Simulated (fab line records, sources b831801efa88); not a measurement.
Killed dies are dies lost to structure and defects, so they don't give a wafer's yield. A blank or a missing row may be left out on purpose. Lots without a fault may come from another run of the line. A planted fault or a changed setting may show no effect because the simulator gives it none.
fab line records | flow sky130
record lots=10 wafers=30 last_day=49
route steps=708 shown VIA3@596 VIA4@657 METAL5@661 PAD_OPEN@708
lots that met no fault: from a run of the same line without faults
start_h: hours from the record's first day to the start of the lot's first wafer shown | wait_h: hours since the lot's step before | " the same as in the row above | L1.1+2: a row that stands for several wafers | - no value, or no start given | * or withheld: withheld | < > ~ a bound
route shown NAME@n: a module of which the file shows steps, and the number in the route of the first | usual: mean/standard deviation of fault-free wafers | same: alike in all rows | chamber/n: place in a boat | sites: the reading at each site | _std_site: their standard deviation | _edge_site: outer sites' mean less inner sites' | radius_mm: how far each site lies from the wafer's centre | mask NAME#n: copy n | behind: the tool/chamber that last shaped the wafer | hold: why the lot was held/for how many hours/how that ended | device: the transistor (n, p or np) that didn't switch | end of line: the same wafers' tests at the end of the route | a step without rows: its recipe alone | killed: dies lost to structure and defects at the first sort, not the wafer's yield | map: a wafer's dies, x killed, . not, _ none there
set.NAME: the setting as run; set.NAME@STEP: as run at that earlier step | model.NAME: the simulator's own value behind a step, which no gauge read
steps of the route over a sample of lots; a table a step, a row a wafer
services: from which hour (start_h, from the record's first day; less than 0 if before it) a tool's chamber was out of use, for how many hours, and why
## steps
# step SKY_VIA3_THK_MEAS_23
# recipe thk_meas_gauge=xrf reads=W_of_VIA3_CVD_21
# usual VIA3_W_THK=394/5.3
# columns lot.wafer tool chamber start_h wait_h VIA3_W_THK[nm]
L912.1 film_metro-01 - 927.42 0.1 390
L912.2 " - " " 392
L912.4 " - " " 390
L913.2 film_metro-03 - 931.60 0.1 401
L913.4 " - " " 394
L913.5 " - " " 398
L914.1 film_metro-03 - 933.64 0.1 397
L914.3 " - " " 396
L914.5 " - " " 402
L923.1 film_metro-01 - 1006.21 0.1 398
L923.3 " - " " 397
L923.4 " - " " 404
L921.1 film_metro-03 - 1010.96 0.1 390
L921.5 " - " " 392
L921.6 " - " " 395
L925.2 film_metro-01 - 1028.26 0.1 392
L925.5 " - " " 392
L925.6 " - " " 389
L930.1 film_metro-03 - 1051.11 0.1 401
L930.3 " - " " 390
L930.5 " - " " 396
L931.1 film_metro-04 - 1054.04 0.1 383
L931.5 " - " " 382
L931.6 " - " " 383
L932.1 film_metro-04 - 1059.71 0.1 387
L932.3 " - " " 394
L932.4 " - " " 397
L933.2 film_metro-03 - 1060.68 0.1 396
L933.4 " - " " 394
L933.5 " - " " 392
# step SKY_VIA4_CVD_18
# recipe material=W target_thk_nm=505 time_s=152.14 temp_c=400 pressure_torr=40
# usual heater_power_w=899/58 susceptor_temp_C=399.99/0.21
# same time_s=152.14
# columns lot.wafer tool chamber start_h wait_h heater_power_w since_wet_clean_h susceptor_temp_C
L912.1 cvd_w-02 1 1004.36 0.0 803 600 399.67
L912.2 " 0 " " 934 600 400.07
L912.4 " 0 " " 930 - 400.04
L913.2 cvd_w-02 1 1006.16 0.0 802 602 399.82
L913.4 " 0 " " 962 - 400.08
L913.5 " 1 " " 835 - 399.73
L914.1 cvd_w-01 0 1009.02 0.0 960 91 400.10
L914.3 " 1 " " 895 - 399.91
L914.5 " 0 " " 959 - 399.84
L923.1 cvd_w-02 0 1075.42 0.0 957 671 399.91
L923.3 " 0 " " 951 - 399.80
L923.4 " 1 " " 811 - 400.00
L921.1 cvd_w-01 0 1079.61 0.0 954 162 399.81
L921.5 " 0 " " 972 - 400.28
L921.6 " 1 " " 901 - 399.60
L925.2 cvd_w-02 0 1095.39 0.0 937 691 399.94
L925.5 " 1 " " 820 - 400.20
L925.6 " 0 " " 958 - 400.01
L930.1 cvd_w-01 1 1117.22 0.0 904 199 400.01
L930.3 " 1 " " 870 - 399.92
L930.5 " 0 " " 906 - 390.81
L931.1 cvd_w-01 0 1117.52 0.0 891 200 390.98
L931.5 " 0 " " 903 - 391.16
L931.6 " 1 " " 882 - 399.74
L932.1 cvd_w-02 0 1125.02 0.0 936 721 400.30
L932.3 " 0 " " 936 - 400.39
L932.4 " 0 " " 917 - 400.23
L933.2 cvd_w-01 0 1126.37 0.0 891 208 390.98
L933.4 " 0 " " 917 - 390.70
L933.5 " 0 " " 888 - 390.77
# step SKY_VIA4_RS_MEAS_19
# recipe thk_meas_gauge=four-point-probe reads=W_of_VIA4_CVD_18+TiN_of_VIA4_SPUTTER_17
# usual VIA4_W_RS=0.2254/0.0021
# columns lot.wafer tool chamber start_h wait_h VIA4_W_RS[ohm/sq]
L912.1 film_metro-02 - 1004.51 0.1 0.2254
L912.2 " - " " 0.2255
L912.4 " - " " 0.2274
L913.2 film_metro-02 - 1006.33 0.1 0.2261
L913.4 " - " " 0.2244
L913.5 " - " " 0.2234
L914.1 film_metro-02 - 1009.18 0.1 0.2269
L914.3 " - " " 0.2269
L914.5 " - " " 0.2279
L923.1 film_metro-03 - 1075.57 0.1 0.2252
L923.3 " - " " 0.2216
L923.4 " - " " 0.2245
L921.1 film_metro-03 - 1079.76 0.1 0.2280
L921.5 " - " " 0.2270
L921.6 " - " " 0.2259
L925.2 film_metro-02 - 1095.57 0.1 0.2272
L925.5 " - " " 0.2263
L925.6 " - " " 0.2270
L930.1 film_metro-02 - 1117.37 0.1 0.2236
L930.3 " - " " 0.2218
L930.5 " - " " 0.2656
L931.1 film_metro-02 - 1117.67 0.1 0.2701
L931.5 " - " " 0.2649
L931.6 " - " " 0.2272
L932.1 film_metro-03 - 1125.32 0.3 0.2245
L932.3 " - " " 0.2230
L932.4 " - " " 0.2237
L933.2 film_metro-04 - 1126.54 0.1 0.2642
L933.4 " - " " 0.2668
L933.5 " - " " 0.2679
# step SKY_VIA4_THK_MEAS_20
# recipe thk_meas_gauge=xrf reads=W_of_VIA4_CVD_18
# usual VIA4_W_THK=512/7.6
# columns lot.wafer tool chamber start_h wait_h VIA4_W_THK[nm]
L912.1 film_metro-02 - 1004.63 0.1 508
L912.2 " - " " 501
L912.4 " - " " 501
L913.2 film_metro-02 - 1006.44 0.1 502
L913.4 " - " " 506
L913.5 " - " " 508
L914.1 film_metro-02 - 1009.30 0.1 505
L914.3 " - " " 502
L914.5 " - " " 499
L923.1 film_metro-03 - 1075.69 0.1 518
L923.3 " - " " 523
L923.4 " - " " 517
L921.1 film_metro-03 - 1079.88 0.1 509
L921.5 " - " " 513
L921.6 " - " " 518
L925.2 film_metro-02 - 1095.68 0.1 498
L925.5 " - " " 500
L925.6 " - " " 499
L930.1 film_metro-02 - 1117.49 0.1 517
L930.3 " - " " 520
L930.5 " - " " 436
L931.1 film_metro-02 - 1117.79 0.1 428
L931.5 " - " " 437
L931.6 " - " " 509
L932.1 film_metro-03 - 1125.44 0.1 520
L932.3 " - " " 522
L932.4 " - " " 519
L933.2 film_metro-04 - 1126.65 0.1 441
L933.4 " - " " 439
L933.5 " - " " 436
# step SKY_VIA4_CMP_21
# recipe stop_on=SiO2 t_overpolish_s=25 down_force_psi=3.5 platen_rpm=60 target_thk_nm=0 pad_velocity_m_s=0.94248
# usual motor_current_A=10.9/1.4 time_to_endpoint_s=126/4.1
# columns lot.wafer tool chamber start_h wait_h motor_current_A time_to_endpoint_s
L912.2 cmp-01 1 1004.69 0.0 10.4 124
L912.4 " 2 " " 11.6 124
L912.1 " 3 " " 9.5 122
L913.4 cmp-01 2 1006.57 0.1 12.0 127
L913.2 " 3 " " 10.2 129
L913.5 " 2 " " 11.9 126
L914.3 cmp-02 2 1009.41 0.1 9.0 123
L914.1 " 0 " " 11.7 131
L914.5 " 1 " " 11.4 122
L923.3 cmp-02 1 1075.75 0.0 11.0 119
L923.4 " 2 " " 8.6 120
L923.1 " 3 " " 10.4 119
L921.1 cmp-02 3 1080.31 0.4 10.3 120
L921.5 " 1 " " 10.6 117
L921.6 " 2 " " 8.8 123
L925.2 cmp-01 3 1095.97 0.3 9.5 122
L925.5 " 2 " " 11.9 127
L925.6 " 3 " " 9.5 119
L930.3 cmp-01 2 1117.60 0.1 11.6 125
L930.1 " 3 " " 10.1 128
L930.5 " 1 " " 10.0 107
L931.1 cmp-01 1 1117.95 0.1 10.3 102
L931.6 " 3 " " 9.8 123
L931.5 " 0 " " 13.6 111
L932.3 cmp-02 2 1125.57 0.1 8.8 128
L932.4 " 0 " " 12.6 129
L932.1 " 1 " " 10.3 122
L933.2 cmp-02 2 1127.12 0.5 9.1 109
L933.4 " 0 " " 11.7 110
L933.5 " 1 " " 10.7 105
# step SKY_METAL5_SPUTTER_00
# recipe material=Ti target_thk_nm=15 power_w=3000 time_s=10 chamber_pressure_pa=0.4
# usual throttle_valve_pct=30.2/0.86
# same time_s=10
# columns lot.wafer tool chamber start_h wait_h throttle_valve_pct
L912.1 pvd_sputter-01 - 1004.99 0.1 29.3
L912.2 " - " " 29.3
L912.4 " - " " 29.8
L913.2 pvd_sputter-03 - 1006.87 0.2 29.6
L913.4 " - " " 30.1
L913.5 " - " " 29.9
L914.1 pvd_sputter-03 - 1009.66 0.1 29.8
L914.3 " - " " 32.0
L914.5 " - " " 29.4
L923.1 pvd_sputter-01 - 1076.05 0.1 31.4
L923.3 " - " " 29.5
L923.4 " - " " 30.0
L921.1 pvd_sputter-03 - 1080.51 0.1 30.7
L921.5 " - " " 29.4
L921.6 " - " " 30.8
L925.2 pvd_sputter-01 - 1096.22 0.2 29.5
L925.5 " - " " 31.3
L925.6 " - " " 29.7
L930.1 pvd_sputter-01 - 1117.85 0.1 30.0
L930.3 " - " " 29.4
L930.5 " - " " 31.5
L931.1 pvd_sputter-02 - 1118.15 0.1 29.7
L931.5 " - " " 30.0
L931.6 " - " " 30.7
L932.1 pvd_sputter-03 - 1125.87 0.1 29.9
L932.3 " - " " 29.2
L932.4 " - " " 30.8
L933.2 pvd_sputter-01 - 1127.37 0.2 29.5
L933.4 " - " " 29.3
L933.5 " - " " 29.2
# step SKY_METAL5_RS_MEAS_05
# recipe thk_meas_gauge=four-point-probe reads=TiN_of_METAL5_SPUTTER_04+Ti_of_METAL5_SPUTTER_03+AlCu_of_METAL5_SPUTTER_02+TiN_of_METAL5_SPUTTER_01+Ti_of_METAL5_SPUTTER_00
# usual METAL5_ALCU_RS=0.0272/0.00032
# columns lot.wafer tool chamber start_h wait_h METAL5_ALCU_RS[ohm/sq]
L912.1 film_metro-02 - 1005.15 0.0 0.0271
L912.2 " - " " 0.0267
L912.4 " - " " 0.0268
L913.2 film_metro-03 - 1007.07 0.1 0.0272
L913.4 " - " " 0.0276
L913.5 " - " " 0.0276
L914.1 film_metro-01 - 1009.82 0.0 0.0276
L914.3 " - " " 0.0272
L914.5 " - " " 0.0270
L923.1 film_metro-03 - 1076.21 0.0 0.0271
L923.3 " - " " 0.0269
L923.4 " - " " 0.0271
L921.1 film_metro-03 - 1080.67 0.0 0.0269
L921.5 " - " " 0.0269
L921.6 " - " " 0.0269
L925.2 film_metro-01 - 1096.41 0.0 0.0275
L925.5 " - " " 0.0276
L925.6 " - " " 0.0275
L930.1 film_metro-03 - 1118.01 0.0 0.0272
L930.3 " - " " 0.0275
L930.5 " - " " 0.0275
L931.1 film_metro-02 - 1118.32 0.0 0.0269
L931.5 " - " " 0.0269
L931.6 " - " " 0.0270
L932.1 film_metro-01 - 1126.04 0.0 0.0271
L932.3 " - " " 0.0267
L932.4 " - " " 0.0267
L933.2 film_metro-03 - 1127.56 0.0 0.0271
L933.4 " - " " 0.0275
L933.5 " - " " 0.0272
# step SKY_PAD_OPEN_PROBE_99
# usual defect_limited_yield=82.5/1.8 killed_at_M0_to_M3=43/6.5 killed_at_M4_up=3.1/1.8 killed_at_contacts=24/4.8 killed_at_front_end=15/4.7 killed_at_other=0.3/0.58 killed_dies=86/8.6 killed_open=47/6.7 killed_short=39/6.1 sort_bin_3_pad_short=0.8/0.38 sort_bin_5_function=10.4/1.3 sort_bin_6_memory=6.2/1.1 sort_n_pass=406/8.6 sort_yield_pct=82.5/1.8
# same gross_dies=492 killed_at_back_side=0 sort_bin_4_leakage[%]=0 sort_bin_8_speed[%]=0
# columns lot.wafer tool chamber start_h wait_h defect_limited_yield[%] killed_at_M0_to_M3 killed_at_M4_up killed_at_contacts killed_at_front_end killed_at_other killed_dies killed_open killed_short sort_bin_3_pad_short[%] sort_bin_5_function[%] sort_bin_6_memory[%] sort_n_pass sort_yield_pct[%]
L921.1 prober-01 - 1143.43 0.1 82.3 39 2 30 15 1 87 45 42 1.0 11.0 5.7 405 82.3
L921.5 prober-01 - 1143.63 0.2 83.7 44 8 16 11 1 80 50 30 1.0 9.6 5.7 412 83.7
L921.6 prober-01 - 1143.68 0.2 80.5 50 4 25 16 1 96 50 46 1.2 10.0 8.3 396 80.5
L933.2 prober-01 - 1185.02 0.1 82.3 55 2 24 6 0 87 52 35 0.8 11.4 5.5 405 82.3
L933.4 prober-01 - 1185.12 0.2 84.3 44 2 17 14 0 77 43 34 0.8 9.8 5.1 415 84.3
L933.5 prober-01 - 1185.17 0.2 84.1 40 6 15 17 0 78 47 31 0.4 10.2 5.3 414 84.1
# killed by level:class
L921.1 CONTACT:geometric_particle:open=14 VIA1:geometric_particle:open=9 LOCAL_INTERCONNECT:geometric_particle:short=8 METAL2:geometric_particle:short=7 METAL1:geometric_particle:short=5 POLY_GATE:geometric_particle:open=5 VIA2:geometric_particle:open=5 POLY_GATE:geometric_particle:short=4
L921.5 VIA1:geometric_particle:open=13 VIA3:geometric_particle:open=10 LI_CONTACT:geometric_particle:open=5 CONTACT:geometric_particle:open=5 METAL1:geometric_particle:short=4 VIA1:geometric_particle:short=4 VIA2:geometric_particle:open=4 METAL4:geometric_particle:open=4
L921.6 VIA1:geometric_particle:open=12 METAL2:geometric_particle:short=11 CONTACT:geometric_particle:open=10 FIELD_ISO:geometric_particle:short=5 LI_CONTACT:geometric_particle:open=5 CONTACT:geometric_particle:short=5 METAL1:geometric_particle:short=5 METAL2:geometric_particle:open=5
L933.2 VIA1:geometric_particle:open=20 LI_CONTACT:geometric_particle:open=9 CONTACT:geometric_particle:open=8 VIA1:geometric_particle:short=7 VIA3:geometric_particle:open=7 METAL3:geometric_particle:short=5 LI_CONTACT:geometric_particle:short=4 METAL2:geometric_particle:short=4
L933.4 VIA1:geometric_particle:open=11 METAL2:geometric_particle:short=7 CONTACT:geometric_particle:open=6 VIA3:geometric_particle:open=6 VIA2:geometric_particle:open=6 POLY_GATE:geometric_particle:short=5 POLY_GATE:geometric_particle:open=3 LI_CONTACT:geometric_particle:open=3
L933.5 VIA1:geometric_particle:open=10 VIA3:geometric_particle:open=8 VIA2:geometric_particle:open=7 FIELD_ISO:geometric_particle:open=6 LI_CONTACT:geometric_particle:open=6 FIELD_ISO:geometric_particle:short=4 VIA2:geometric_particle:short=4 METAL4:geometric_particle:short=4
## services
# columns tool chamber start_h hours kind
cmp-01 - 1037.58 17.4 pm
cmp-02 - 1060.88 2.2 repair
pvd_sputter-02 - 1068.27 6.0 repair
cvd_w-01 0 1076.35 1.6 repair
cmp-02 - 1078.59 0.6 repair
cmp-02 - 1083.05 1.5 repair
cvd_w-02 - 1083.47 0.6 repair
cmp-01 - 1084.00 4.0 pm
cmp-01 - 1087.04 1.8 repair
cmp-01 - 1088.00 - consumable_replace:conditioner
cmp-01 - 1088.00 - consumable_replace:pad
pvd_sputter-03 2 1096.96 - consumable_replace:kit
pvd_sputter-03 2 1096.96 18.0 scheduled_down
pvd_sputter-03 2 1096.96 18.0 vent_cycle
pvd_sputter-01 0 1101.86 - consumable_replace:kit
pvd_sputter-01 0 1101.86 18.0 scheduled_down
pvd_sputter-01 0 1101.86 18.0 vent_cycle
cmp-02 - 1103.05 0.4 repair
cvd_w-02 1 1117.35 8.4 repair
pvd_sputter-02 - 1121.42 1.1 repair
cmp-02 - 1121.99 0.2 repair
cmp-01 - 1124.89 3.2 repair
## key
first_sign step=SKY_VIA4_CVD_18 reading=susceptor_temp_C direction=down sigmas=42 usual=* struck=*
effect step=SKY_VIA4_RS_MEAS_19 reading=VIA4_W_RS direction=up sigmas=19 usual=0.2254 struck=0.2666
effect step=SKY_VIA4_THK_MEAS_20 reading=VIA4_W_THK direction=down sigmas=9.9 usual=512 struck=436
effect step=SKY_VIA4_CMP_21 reading=time_to_endpoint_s direction=down sigmas=4.4 usual=* struck=*
met_at SKY_VIA4_CVD_18
struck_lots L930,L931,L933
struck_wafers L930.5,L931.1,L931.5,L933.2,L933.4,L933.5
not_acting_at SKY_VIA3_THK_MEAS_23,SKY_METAL5_SPUTTER_00,SKY_METAL5_RS_MEAS_05
onset_between 1079.61 1117.22
fault kind=process_parameter_drift tool=cvd_w-01 chamber=0 onset_h=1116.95 steps=SKY_VIA4_CVD_18 channel=temp_c offset=* shape=step end_h=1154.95 acts_in=* stated=*
